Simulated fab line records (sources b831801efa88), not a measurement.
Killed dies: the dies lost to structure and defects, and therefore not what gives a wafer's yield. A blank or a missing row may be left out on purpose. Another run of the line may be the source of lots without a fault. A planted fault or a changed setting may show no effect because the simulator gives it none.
2 desks looking at one fault    flow sky130    what lay behind the numbers comes last; until then each desk has only its own

TOOL OWNER'S DESK, rtp-anneal-02
At SKY_SD_N_RTA_14 (time 2 s), the tool's own readings, given per lot that ran on this tool as the mean of the sampled wafers with a number. Any lot whose mean is over 4 standard deviations away from the usual mean is out of limits and marked OUT; that distance is given in the brackets.
Columns: A = lamp-power-pct at SKY_SD_N_RTA_14, usual 15.73 %; B = wafer_temp_C_max at SKY_SD_N_RTA_14, usual 1078.0
lot   first seen here  A                B
L494  day 28 01:32     15.76            1077.0
L496  day 28 17:17     15.72            1079.0
L499  day 29 03:43     15.66            1076.7
L500  day 29 20:11     16.75 (+19) OUT  1127.6 (+41) OUT
L502  day 30 11:36     16.78 (+19) OUT  1126.6 (+40) OUT
L512  day 33 12:29     15.82            1077.9
L514  day 34 13:49     15.72            1077.7
L516  day 35 01:17     15.77            1077.7
L517  day 35 12:56     15.72            1077.7
This desk finds L500, L502 out of limits, L500 being first, at day 29 20:11 (lamp-power-pct at SKY_SD_N_RTA_14). Within limits: L494, L496, L499, L512, L514, L516, L517.

THE METROLOGY DESK
What the gauges read for every lot (on any tool): the sampled wafers with a number, averaged. Any lot whose mean is over 4 standard deviations away from the usual mean is out of limits and marked OUT; that distance is given in the brackets.
Columns: A = LDD_HVP_OVL at SKY_LDD_HVP_OVL_MEAS_07, usual 0.1 nm; B = cd-nm at SKY_SD_N_CD_MEAS_07, usual 380.3 nm; C = SD_N_RS at SKY_SD_N_RS_MEAS_16, usual 68.52 ohm/sq; D = SD_P_RS at SKY_SD_N_RS_MEAS_17, usual 147.0 ohm/sq; E = RES_XHIGH_RS at SKY_SD_N_RS_MEAS_18, usual 333.2 ohm/sq
lot   first seen here  A     B      C                D                E
L494  day 21 16:51     -1.8  379.1  68.50            146.9            333.8
L496  day 22 07:54     0.1   378.5  68.36            146.8            332.6
L499  day 22 21:36     0.8   380.2  68.60            146.9            332.9
L500  day 23 16:48     -1.2  379.6  59.74 (-52) OUT  104.6 (-90) OUT  328.8
L502  day 24 07:48     1.6   381.5  59.76 (-52) OUT  104.7 (-90) OUT  329.0
L503  day 24 20:52     -1.7  379.3  68.53            147.0            332.5
L512  day 27 20:11     1.7   379.3  68.72            147.6            334.6
L514  day 28 21:11     0.5   379.4  68.37            146.2            331.3
L515  day 29 01:04     2.6   380.0  68.30            146.6            332.0
L516  day 29 08:43     -1.2  383.0  68.65            147.1            334.0
L517  day 29 15:37     -0.3  379.9  68.66            147.5            333.5
This desk finds L500, L502 out of limits, with the earliest case on L500 at day 29 20:22 (SD_N_RS at SKY_SD_N_RS_MEAS_16). Within limits: L494, L496, L499, L503, L512, L514, L515, L516, L517.

BROUGHT TOGETHER
An alarm could have come from the tool owner's desk at day 29 20:11, on L500, L502.
At day 29 20:22 the metrology desk could have sounded an alarm, on L500, L502.
The lots listed all ran SKY_SD_N_RTA_14 on rtp-anneal-02.

WHAT THE SIMULATOR PUT IN
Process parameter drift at SKY_SD_N_RTA_14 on rtp-anneal-02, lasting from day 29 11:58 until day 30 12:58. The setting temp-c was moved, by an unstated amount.
Struck lots among those shown: L500, L502.
Hours from the fault's start to each desk's first reading out of limits: the tool owner's desk, 8; the metrology desk, 8.
